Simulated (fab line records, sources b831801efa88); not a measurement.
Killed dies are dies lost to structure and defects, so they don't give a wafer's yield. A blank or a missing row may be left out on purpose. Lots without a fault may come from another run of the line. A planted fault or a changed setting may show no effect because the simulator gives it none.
Which tool did it? | flow sky130 | 12 lots, 36 wafers sampled, at 6 steps of a route of 708

WHAT THE GAUGES READ, wafer by wafer
SKY_SD_N_OVL_MEAS_08.
lot  | measured     | on         | SD_N_OVL (nm)
L613 | day 27 23:24 | overlay-01 | 0.1 1.3 0.7
L615 | day 28 18:19 | overlay-02 | 2.8 1.1 0.7
L617 | day 29 10:01 | overlay-02 | -0.2 1.6 2.0
L620 | day 30 02:07 | overlay-01 | -1.9 1.0 -0.7
L623 | day 31 07:27 | overlay-01 | -0.4 -0.3 0.2
L625 | day 32 01:25 | overlay-01 | -0.4 1.2 0.6
L628 | day 32 21:34 | overlay-02 | -1.9 -2.8 -3.3
L632 | day 34 05:06 | overlay-01 | -2.0 0.8 -1.0
L633 | day 34 11:58 | overlay-02 | 0.5 -0.6 -0.4
L634 | day 34 21:22 | overlay-02 | -3.0 0.3 -1.0
L635 | day 34 23:07 | overlay-02 | 1.4 -0.5 0.9
L636 | day 35 03:40 | overlay-01 | 2.2 1.9 3.3

SKY_SD_N_RS_MEAS_16: measures by four-point-probe.
lot  | measured     | on            | SD_N_RS (ohm/sq)
L613 | day 28 00:08 | film_metro-02 | 68.54 68.53 68.25
L615 | day 28 19:02 | film_metro-01 | 68.49 68.67 68.60
L617 | day 29 10:46 | film_metro-01 | 68.85 68.74 68.78
L620 | day 30 02:51 | film_metro-02 | 68.45 68.33 68.27
L623 | day 31 08:10 | film_metro-01 | 74.66 74.63 74.49
L625 | day 32 02:10 | film_metro-02 | 74.80 74.68 74.78
L628 | day 32 22:18 | film_metro-02 | 68.37 68.48 68.39
L632 | day 34 05:49 | film_metro-01 | 68.64 68.56 68.57
L633 | day 34 12:41 | film_metro-02 | 68.45 68.52 68.50
L634 | day 34 22:05 | film_metro-02 | 68.50 68.39 68.37
L635 | day 34 23:50 | film_metro-03 | 68.65 68.37 68.43
L636 | day 35 04:24 | film_metro-03 | 68.43 68.56 68.50

SKY_SD_N_RS_MEAS_17: measures by four-point-probe.
lot  | measured     | on            | SD_P_RS (ohm/sq)
L613 | day 28 00:16 | film_metro-02 | 146.2 146.8 146.5
L615 | day 28 19:09 | film_metro-01 | 146.9 147.1 147.0
L617 | day 29 10:53 | film_metro-01 | 147.2 147.6 147.8
L620 | day 30 02:58 | film_metro-02 | 146.3 146.5 146.5
L623 | day 31 08:17 | film_metro-01 | 185.7 185.5 185.5
L625 | day 32 02:17 | film_metro-02 | 185.5 185.6 185.5
L628 | day 32 22:25 | film_metro-02 | 147.1 146.8 146.8
L632 | day 34 05:56 | film_metro-01 | 147.2 147.2 147.4
L633 | day 34 12:49 | film_metro-02 | 147.1 147.6 147.1
L634 | day 34 22:12 | film_metro-02 | 146.1 146.3 146.4
L635 | day 34 23:57 | film_metro-03 | 147.1 146.2 146.9
L636 | day 35 04:31 | film_metro-03 | 147.1 147.3 147.0

SKY_LI_CONTACT_CD_MEAS_12: target cd 170 nm.
lot  | measured     | on        | cd_nm (nm)
L613 | day 29 05:30 | cd_sem-02 | 168.7 168.1 167.1
L615 | day 30 00:14 | cd_sem-02 | 169.9 170.1 169.1
L617 | day 30 15:35 | cd_sem-02 | 170.1 169.9 169.5
L620 | day 31 07:03 | cd_sem-02 | 170.8 171.4 171.1
L623 | day 32 12:05 | cd_sem-02 | 172.0 171.8 170.7
L625 | day 33 06:29 | cd_sem-02 | 170.0 170.6 169.6
L628 | day 34 02:00 | cd_sem-01 | 170.4 170.7 170.6
L632 | day 35 09:09 | cd_sem-01 | 166.8 168.0 166.9
L633 | day 35 16:08 | cd_sem-01 | 168.5 169.0 169.6
L634 | day 36 01:00 | cd_sem-02 | 170.5 170.9 170.5
L635 | day 36 03:20 | cd_sem-01 | 170.9 171.5 170.6
L636 | day 36 07:16 | cd_sem-01 | 169.0 168.2 167.6

WHICH TOOL RAN EACH LOT (tool, then ch and the chambers of the sampled wafers, then the start)
lot  | SKY_LDD_LDN_STRIP_12                 | SKY_SD_N_RTA_14
L613 | plasma_asher-04 ch 0,1, day 23 00:02 | rtp_anneal-01 ch 0, day 27 23:57
L615 | plasma_asher-04 ch 0,1, day 23 19:46 | rtp_anneal-01 ch 0, day 28 18:51
L617 | plasma_asher-01 ch 0,1, day 24 12:03 | rtp_anneal-02 ch 0, day 29 10:34
L620 | plasma_asher-03 ch 1, day 25 04:43   | rtp_anneal-01 ch 0, day 30 02:40
L623 | plasma_asher-03 ch 0,1, day 26 12:50 | rtp_anneal-01 ch 0, day 31 08:00
L625 | plasma_asher-04 ch 0,1, day 27 04:22 | rtp_anneal-01 ch 0, day 32 01:58
L628 | plasma_asher-01 ch 0,1, day 28 05:34 | rtp_anneal-02 ch 0, day 32 22:07
L632 | plasma_asher-03 ch 0,1, day 29 15:34 | rtp_anneal-02 ch 0, day 34 05:39
L633 | plasma_asher-03 ch 0,1, day 29 23:20 | rtp_anneal-01 ch 0, day 34 12:31
L634 | plasma_asher-03 ch 0,1, day 30 06:40 | rtp_anneal-02 ch 0, day 34 21:54
L635 | plasma_asher-04 ch 0,1, day 30 09:10 | rtp_anneal-01 ch 0, day 34 23:39
L636 | plasma_asher-03 ch 0,1, day 30 14:23 | rtp_anneal-02 ch 0, day 35 04:13
- SKY_LDD_LDN_STRIP_12: strips in O2/N2.
- SKY_SD_N_RTA_14: time 2 s.

WHAT THE TOOLS THEMSELVES READ (means of the sampled wafers that have a number; where no wafer has one, the mark that the record gives instead)
SKY_LDD_LDN_STRIP_12.
lot  | tool            | drypump_motor_current_A (A) | oes_product_au (a.u.) | strip_time_to_endpoint_s (s)
L613 | plasma_asher-04 | 6.1                         | 0.717                 | 14.20
L615 | plasma_asher-04 | 6.0                         | 0.709                 | 14.20
L617 | plasma_asher-01 | 5.4                         | 0.718                 | 14.12
L620 | plasma_asher-03 | 5.5                         | 0.716                 | 14.14
L623 | plasma_asher-03 | 5.9                         | 0.719                 | 14.12
L625 | plasma_asher-04 | 6.0                         | 0.717                 | 14.16
L628 | plasma_asher-01 | 5.5                         | 0.718                 | 14.19
L632 | plasma_asher-03 | 6.3                         | 0.710                 | 14.15
L633 | plasma_asher-03 | 6.3                         | 0.718                 | 14.16
L634 | plasma_asher-03 | 6.3                         | 0.716                 | 14.23
L635 | plasma_asher-04 | 6.1                         | 0.713                 | 14.26
L636 | plasma_asher-03 | 6.0                         | 0.717                 | 14.21

SKY_SD_N_RTA_14.
lot  | tool          | lamp_power_pct (%) | wafer_temp_C_max
L613 | rtp_anneal-01 | 15.77              | 1077.8
L615 | rtp_anneal-01 | 15.76              | 1078.4
L617 | rtp_anneal-02 | 15.77              | 1077.6
L620 | rtp_anneal-01 | 15.79              | 1078.5
L623 | rtp_anneal-01 | 14.29              | 1077.6
L625 | rtp_anneal-01 | 14.29              | 1077.2
L628 | rtp_anneal-02 | 15.73              | 1078.6
L632 | rtp_anneal-02 | 15.76              | 1077.5
L633 | rtp_anneal-01 | 15.68              | 1077.0
L634 | rtp_anneal-02 | 15.74              | 1077.6
L635 | rtp_anneal-01 | 15.73              | 1078.9
L636 | rtp_anneal-02 | 15.73              | 1078.0

THE ANSWER, worked out from the rows above alone
Rule: what is usual is taken from the lots themselves. Put in order of their means at a reading, lots are off if they are a third of the lots or fewer, leave a main group of 4 or more, and stand apart from it by a gap of 3 or more times the standard deviation of the main group's means; of several such gaps the widest counts. A main group whose means are all the same, to the digits that the tables above print for the reading, isn't used. A lot without any number at a reading at which 4 lots or more have one is off too. The other lots that the step has rows for count as sound. The gauges are gone through in route order, then the tools' own readings, and for those a lot's mean is taken as printed above. The first step at which some lot is off is used, and at that step the reading that is off furthest; a lot without a number counts as furthest.
Off: L623, L625, at SKY_SD_N_RS_MEAS_16 (SD_N_RS). The main group: mean 68.51 ohm/sq, standard deviation 0.12.
A tool fits if, at a process step before that reading, it ran every lot that is off, and no sound lot after the first of them. The gauges at SKY_SD_N_RS_MEAS_16 aren't tried: what is off there is off at SKY_SD_N_RTA_14 too, on other tools, and a gauge's error can't cause that. None of those tried fits.

WHAT THE SIMULATOR HAD PUT IN
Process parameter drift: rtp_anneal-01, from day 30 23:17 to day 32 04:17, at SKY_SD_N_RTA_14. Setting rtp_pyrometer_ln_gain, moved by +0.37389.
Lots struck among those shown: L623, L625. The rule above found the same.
